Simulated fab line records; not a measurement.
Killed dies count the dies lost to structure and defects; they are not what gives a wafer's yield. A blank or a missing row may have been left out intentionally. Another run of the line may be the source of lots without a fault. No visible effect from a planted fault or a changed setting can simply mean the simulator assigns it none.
2 desks, one fault | flow sky130 | what lay behind the numbers comes last; until then each desk has only its own

## FROM THE METROLOGY DESK
What the gauges read for every lot (on any tool): the sampled wafers with a number, averaged. Any lot whose mean is over 4 standard deviations away from the usual mean is out of limits and marked OUT; that distance is given in the brackets.
Columns: A = cdNm at SKY_VIA2_CD_MEAS_12, usual 200.2 nm; B = VIA4_HDPCVD_THK at SKY_VIA4_THK_MEAS_01, usual 1748 nm
lot  | first seen here | A     | B
L196 | day 36 15:14    | 197.7 | 1790
L198 | day 37 14:18    | 196.7 | 1790
L199 | day 37 16:47    | 201.8 | 1753
L201 | day 38 08:32    | 200.0 | 1762
L202 | day 38 12:07    | 202.1 | 1781
L204 | day 39 05:05    | 199.1 | 1775
L205 | day 39 16:11    | 201.1 | 1711
L206 | day 39 22:50    | 200.8 | 1775
L207 | day 40 07:50    | 199.7 | 1785
L208 | day 40 08:56    | 201.4 | 1714
L215 | day 42 06:14    | 199.4 | 1689
L217 | day 42 20:29    | 200.1 | 1693
This desk found nothing out of limits on any of the 12 lots.

## AT THE TOOL OWNER'S DESK: hdpcvd-01
The tool's own readings at SKY_VIA4_HDPCVD_00 (deposits SiO2, target thk 1750 nm, time 291.7 s): means of the sampled wafers that have a number, for each lot that ran on this tool. Any lot whose mean is over 4 standard deviations away from the usual mean is out of limits and marked OUT; that distance is given in the brackets.
Columns: A = runLengthS at SKY_VIA4_HDPCVD_00, usual 319.4 s
lot  | first seen here | A
L199 | day 43 04:24    | 319.6
L205 | day 44 21:29    | 319.4
L208 | day 45 13:52    | 319.5
L215 | day 47 04:06    | 313.0 (-14) OUT
L217 | day 47 17:22    | 315.4 (-9.0) OUT
This desk finds L215, L217 out of limits, L215 being first, at day 47 04:06 (runLengthS at SKY_VIA4_HDPCVD_00). In limits: L199, L205, L208.

## BROUGHT TOGETHER
An alarm could have come from the tool owner's desk at day 47 04:06, on L215, L217.
From the metrology desk's view, nothing was out of limits.
The metrology desk holds a record of L215, L217, inside its limits.
The lots listed all ran SKY_VIA4_HDPCVD_00 on hdpcvd-01.

## WHAT THE SIMULATOR PUT IN
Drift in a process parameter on hdpcvd-01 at SKY_VIA4_HDPCVD_00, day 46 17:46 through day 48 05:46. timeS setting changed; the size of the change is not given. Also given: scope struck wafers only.
Shown lots that were struck: L215, L217.
Time in hours from fault onset to the first out-of-limits reading at each desk: the tool owner's desk, 10.
